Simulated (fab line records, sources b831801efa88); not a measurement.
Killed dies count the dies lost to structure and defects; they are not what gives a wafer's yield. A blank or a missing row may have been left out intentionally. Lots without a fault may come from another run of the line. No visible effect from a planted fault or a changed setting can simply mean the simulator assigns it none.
fab line records	flow gf180mcu
record: lots: 6	wafers: 18	last_day: 34
route steps=602 shown M2@366
lots that met no fault: taken from a fault-free run of the same line
start_h: hours from the record's opening day to when the first of the lot's shown wafers began	wait_h: hours elapsed since this lot's preceding step	" the same as in the row above	L1.1+2: several wafers, shown together as one row	- no value, or no start was given	* or withheld: withheld	< > ~ a bound
route shown NAME@n: names a module that has steps shown in the file, with the first one's number in the route	usual: mean/standard deviation taken from wafers without a fault	same: alike in all rows	chamber/n: place in a boat	sites: per-site readings	_std_site: standard deviation across them	_edge_site: outer sites' mean less inner sites'	radius_mm: for every site, how far away it sits from the centre of the wafer	mask NAME#n: copy n	behind: the last tool/chamber to shape the wafer	hold: reason for holding the lot/hours on hold/outcome of the hold	device: the transistor (n, p or np) that didn't switch	end of line: at the end of the route, the tests of the same wafers	for a step that has no rows: nothing shown but its recipe	killed: not the wafer's yield, but the dies lost to structure and defects at the first sort	map: shows each die of a wafer: x if killed, . if not, _ if none is there
set.NAME: the setting as run; set.NAME@STEP: as run at that earlier step	model.NAME: the simulator's own value behind a step, which no gauge read
lots at selected steps of the route; one table per step, one row per wafer
services: when a tool's chamber went out of use (start_h, in hours from the record's first day, below 0 if earlier), for how many hours, and the reason
== steps ==
step: GF_M2_SPUTTER_04
recipe: material: TiN	target_thk_nm: 50	power_w: 6500	time_s: 41.7	chamber_pressure_pa: 0.4
usual: throttle_valve_pct: 29.7/1.2
lot.wafer	tool	chamber	start_h	wait_h	throttle_valve_pct
L782.1	pvd_sputter-01	-	452.75	0.0	30.1
L782.4	"	-	"	"	29.9
L782.6	"	-	"	"	29.8
L785.1	pvd_sputter-03	-	473.32	0.0	30.6
L785.2	"	-	"	"	28.3
L785.5	"	-	"	"	32.4
L793.2	pvd_sputter-03	-	553.80	0.0	30.7
L793.4	"	-	"	"	32.3
L793.5	"	-	"	"	28.9
L794.3	pvd_sputter-01	-	556.72	0.0	28.0
L794.4	"	-	"	"	30.0
L794.6	"	-	"	"	29.9
L798.2	pvd_sputter-03	-	587.97	0.0	29.0
L798.3	"	-	"	"	28.4
L798.4	"	-	"	"	30.8
L800.4	pvd_sputter-03	-	605.36	0.0	30.4
L800.5	"	-	"	"	29.2
L800.6	"	-	"	"	30.9
step: GF_M2_RS_MEAS_05
recipe: thk_meas_gauge: four-point-probe	reads: TiN_of_M2_SPUTTER_04+Ti_of_M2_SPUTTER_03+AlCu_of_M2_SPUTTER_02+TiN_of_M2_SPUTTER_01+Ti_of_M2_SPUTTER_00
usual: M2_ALCU_RS: 0.0691/0.00078
lot.wafer	tool	chamber	start_h	wait_h	M2_ALCU_RS[ohm/sq]
L782.1	film_metro-03	-	452.79	0.0	0.0694
L782.4	"	-	"	"	0.0687
L782.6	"	-	"	"	0.0690
L785.1	film_metro-04	-	473.36	0.0	0.0686
L785.2	"	-	"	"	0.0687
L785.5	"	-	"	"	0.0689
L793.2	film_metro-04	-	553.86	0.0	0.0675
L793.4	"	-	"	"	0.0685
L793.5	"	-	"	"	0.0684
L794.3	film_metro-04	-	556.80	0.1	0.0702
L794.4	"	-	"	"	0.0690
L794.6	"	-	"	"	0.0690
L798.2	film_metro-02	-	588.03	0.0	0.0698
L798.3	"	-	"	"	0.0685
L798.4	"	-	"	"	0.0687
L800.4	film_metro-02	-	605.46	0.1	0.0682
L800.5	"	-	"	"	0.0690
L800.6	"	-	"	"	0.0686
step: GF_M2_THK_MEAS_06
recipe: thk_meas_gauge: xrf	reads: AlCu_of_M2_SPUTTER_02
usual: M2_ALCU_THK: 444/5.5
lot.wafer	tool	chamber	start_h	wait_h	M2_ALCU_THK[nm]
L782.1	film_metro-03	-	452.91	0.1	442
L782.4	"	-	"	"	447
L782.6	"	-	"	"	444
L785.1	film_metro-04	-	473.48	0.1	450
L785.2	"	-	"	"	450
L785.5	"	-	"	"	448
L793.2	film_metro-04	-	553.97	0.1	457
L793.4	"	-	"	"	451
L793.5	"	-	"	"	455
L794.3	film_metro-04	-	556.90	0.1	442
L794.4	"	-	"	"	448
L794.6	"	-	"	"	450
L798.2	film_metro-02	-	588.14	0.1	441
L798.3	"	-	"	"	448
L798.4	"	-	"	"	447
L800.4	film_metro-02	-	605.55	0.1	449
L800.5	"	-	"	"	444
L800.6	"	-	"	"	447
step: GF_M2_DEHYDRATE_07
recipe: temp_c: 200	time_s: 60
step: GF_M2_HMDS_08
recipe: prime_time_s: 60	prime_temp_c: 120
step: GF_M2_COAT_09
recipe: resist: KrF	spin_rpm: withheld	resist_thk_nm: 1000
step: GF_M2_SOFTBAKE_10
recipe: temp_c: 130	time_s: 60	resist: KrF
step: GF_M2_EXPOSE_11
recipe: mask_id: Metal2	target_cd_nm: 280	na: 0.68	source_shape: conventional	sigma_outer: 0.6	dose_mj: 28
step: GF_M2_PEB_12
recipe: peb_temp_c: 135	peb_time_s: 90	resist: KrF
step: GF_M2_DEVELOP_13
recipe: develop_time_s: 60	dev_temp_c: 21
step: GF_M2_CD_MEAS_14
recipe: target_cd_nm: 280
usual: cd_nm: 280.4/1.3
lot.wafer	tool	chamber	start_h	wait_h	cd_nm
L782.1	cd_sem-01	-	477.36	0.1	281.6
L782.4	"	-	"	"	281.0
L782.6	"	-	"	"	281.2
L785.1	cd_sem-01	-	497.91	0.1	280.3
L785.2	"	-	"	"	280.7
L785.5	"	-	"	"	279.9
L793.2	cd_sem-02	-	576.08	0.1	279.7
L793.4	"	-	"	"	280.3
L793.5	"	-	"	"	279.2
L794.3	cd_sem-02	-	578.35	0.1	281.7
L794.4	"	-	"	"	282.3
L794.6	"	-	"	"	282.3
L798.2	cd_sem-02	-	609.43	0.1	281.3
L798.3	"	-	"	"	281.8
L798.4	"	-	"	"	280.9
L800.4	cd_sem-01	-	625.42	0.1	278.2
L800.5	"	-	"	"	279.0
L800.6	"	-	"	"	278.8
step: GF_M2_OVL_MEAS_15
usual: M2_OVL: 2/4.7
lot.wafer	tool	chamber	start_h	wait_h	M2_OVL[nm]
L782.1	overlay-01	-	477.48	0.1	-1
L782.4	"	-	"	"	-4
L782.6	"	-	"	"	-1
L785.1	overlay-01	-	498.03	0.1	-7
L785.2	"	-	"	"	0
L785.5	"	-	"	"	2
L793.2	overlay-01	-	576.19	0.1	5
L793.4	"	-	"	"	1
L793.5	"	-	"	"	-4
L794.3	overlay-01	-	578.44	0.1	-2
L794.4	"	-	"	"	0
L794.6	"	-	"	"	-7
L798.2	overlay-01	-	609.54	0.1	-8
L798.3	"	-	"	"	7
L798.4	"	-	"	"	1
L800.4	overlay-01	-	625.49	0.1	-3
L800.5	"	-	"	"	5
L800.6	"	-	"	"	-3
step: GF_M2_METAL_ETCH_16
recipe: chemistry: Cl2/BCl3	mask_material: KrF	target_depth_nm: 627.5	stop_on: SiO2	pressure_mtorr: 8	icp_w: 800	bias_w: 140	Cl2_flow_sccm: 80	bcl3_flow_sccm: 40	time_s: 104.6
usual: drypump_motor_current_A: 5.42/0.21	oes_product_au: 0.974/0.0067	throttle_valve_pct: 28.247/0.0097
lot.wafer	tool	chamber	start_h	wait_h	drypump_motor_current_A	oes_product_au	rf_hours_counter_h	throttle_valve_pct	model.etch.depth_nm	model.M2.feature_depth_nm	model.KrF_of_M2_COAT_09.thk_nm
L782.1	rie_metal-02	1	477.52	0.0	5.60	0.970	0	28.258	602.8	602.8	737.8
L782.4	"	1	"	"	5.59	0.976	-	28.263	606.8	606.8	732.8
L782.6	"	1	"	"	5.61	0.967	-	28.232	604.6	604.6	733.9
L785.1	rie_metal-03	1	498.07	0.0	5.48	0.984	8	28.230	608.9	608.9	737.8
L785.2	"	0	"	"	5.24	0.975	7	28.239	607.5	607.5	732.7
L785.5	"	0	"	"	5.25	0.979	-	28.238	606.8	606.8	728.3
L793.2	rie_metal-02	0	576.22	0.0	5.60	0.720	2	28.530	338.5	338.5	848.8
L793.4	"	1	"	"	5.61	0.710	-	28.530	339.3	339.3	850.5
L793.5	"	0	"	"	5.58	0.723	-	28.529	338.9	338.9	850.8
L794.3	rie_metal-02	1	578.50	0.1	5.61	0.707	-	28.527	336.1	336.1	859.4
L794.4	"	0	"	"	5.59	0.710	-	28.541	336.2	336.2	857.5
L794.6	"	0	"	"	5.57	0.717	-	28.542	335.2	335.2	860.7
L798.2	rie_metal-01	0	609.57	0.0	5.08	0.965	1	28.243	598.4	598.4	740.9
L798.3	"	1	"	"	5.57	0.975	-	28.265	607.8	607.8	733.9
L798.4	"	0	"	"	5.06	0.976	-	28.244	607.4	607.4	737.9
L800.4	rie_metal-03	1	625.55	0.0	5.45	0.977	-	28.248	610.5	610.5	736.1
L800.5	"	1	"	"	5.44	0.971	-	28.249	604.5	604.5	738.9
L800.6	"	0	"	"	5.25	0.972	-	28.253	608.9	608.9	729.3
step: GF_M2_STRIP_17
recipe: chemistry: O2/N2	power_w: 1400	pressure_mtorr: 1500	platen_temp_c: 250	o2_flow_sccm: 3000	n2_flow_sccm: 300	overash_fraction: 0.5
usual: drypump_motor_current_A: 5.9/0.78	heater_power_w: 328/24	oes_product_au: 0.558/0.0044	strip_time_to_endpoint_s: 7.89/0.043
lot.wafer	tool	chamber	start_h	wait_h	drypump_motor_current_A	heater_power_w	oes_product_au	rf_hours_counter_h	strip_time_to_endpoint_s
L782.1	plasma_asher-02	1	477.74	0.2	6.5	305	0.558	29	7.90
L782.4	"	1	"	"	6.5	308	0.549	-	7.86
L782.6	"	1	"	"	6.5	307	0.561	-	7.88
L785.1	plasma_asher-01	1	498.18	0.1	5.0	299	0.558	78	7.90
L785.2	"	0	"	"	6.7	375	0.560	78	7.86
L785.5	"	0	"	"	6.7	365	0.557	-	7.81
L793.2	plasma_asher-04	1	576.33	0.1	6.7	324	0.602	14	8.98
L793.4	"	0	"	"	5.0	326	0.609	-	8.99
L793.5	"	0	"	"	5.0	319	0.602	-	8.98
L794.3	plasma_asher-04	1	578.61	0.1	6.7	319	0.605	-	9.07
L794.4	"	0	"	"	4.9	320	0.604	-	9.06
L794.6	"	1	"	"	6.7	323	0.607	-	9.10
L798.2	plasma_asher-01	1	609.68	0.1	5.0	309	0.560	91	7.93
L798.3	"	0	"	"	6.7	362	0.559	-	7.87
L798.4	"	1	"	"	5.0	308	0.559	-	7.90
L800.4	plasma_asher-02	0	625.66	0.1	5.6	324	0.555	-	7.89
L800.5	"	0	"	"	5.6	323	0.554	-	7.91
L800.6	"	1	"	"	6.4	312	0.552	-	7.82
step: GF_M2_STRIP_18
recipe: chemistry: post_etch_residue_remover	time_s: 1200	temp_c: 72.5
== services ==
tool	chamber	start_h	hours	kind
rie_metal-02	1	436.55	11.7	repair
rie_metal-02	1	448.29	-	clean
rie_metal-02	1	448.29	17.5	scheduled_down
rie_metal-02	1	448.29	17.5	vent_cycle
plasma_asher-01	-	453.90	2.3	repair
plasma_asher-01	-	462.78	0.4	repair
rie_metal-02	0	465.83	-	clean
rie_metal-02	0	465.83	20.0	scheduled_down
plasma_asher-02	-	483.08	3.5	repair
rie_metal-02	-	489.41	1.4	pm
plasma_asher-04	-	537.46	15.6	pm
rie_metal-02	1	539.90	9.5	repair
rie_metal-03	-	545.42	2.8	pm
pvd_sputter-03	1	553.84	-	consumable_replace:kit
pvd_sputter-03	1	553.84	18.0	scheduled_down
pvd_sputter-03	1	553.84	18.0	vent_cycle
rie_metal-02	0	555.71	13.2	repair
plasma_asher-02	-	573.21	5.5	repair
plasma_asher-01	-	579.10	2.2	repair
plasma_asher-04	-	579.14	2.8	pm
plasma_asher-02	-	587.75	15.6	pm
pvd_sputter-01	-	608.73	1.3	repair
plasma_asher-02	-	617.82	5.2	repair
pvd_sputter-01	-	621.96	0.6	repair
== key ==
first_sign: step: GF_M2_METAL_ETCH_16	reading: oes_product_au	direction: down	sigmas: 39	usual: 0.974	struck: 0.714
effect: step: GF_M2_METAL_ETCH_16	reading: throttle_valve_pct	direction: up	sigmas: 30	usual: 28.247	struck: 28.533
effect: step: GF_M2_STRIP_17	reading: strip_time_to_endpoint_s	direction: up	sigmas: 27	usual: *	struck: *
model_effect: step: GF_M2_METAL_ETCH_16	value: etch.depth_nm	without: 608.8	struck: 337.4
model_effect: step: GF_PASSIVATION_PROBE_99	value: etest.contact_to_gate.short	without: 0	struck: 1
met_at GF_M2_METAL_ETCH_16
struck_wafers L793.2,L793.4,L793.5,L794.3,L794.4,L794.6
sort_left_out L793.2,L793.4,L793.5,L794.3,L794.4,L794.6
onset_between 477.52 576.22
fault: kind: process_parameter_drift	tool: rie_metal-02	chamber: -	onset_h: 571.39	steps: GF_M2_METAL_ETCH_16	channel: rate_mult	offset: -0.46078	shape: step	end_h: 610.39
sort_left_out: the simulated sort isn't trusted on such a fault, so these wafers' sort isn't shown, and their yield isn't known
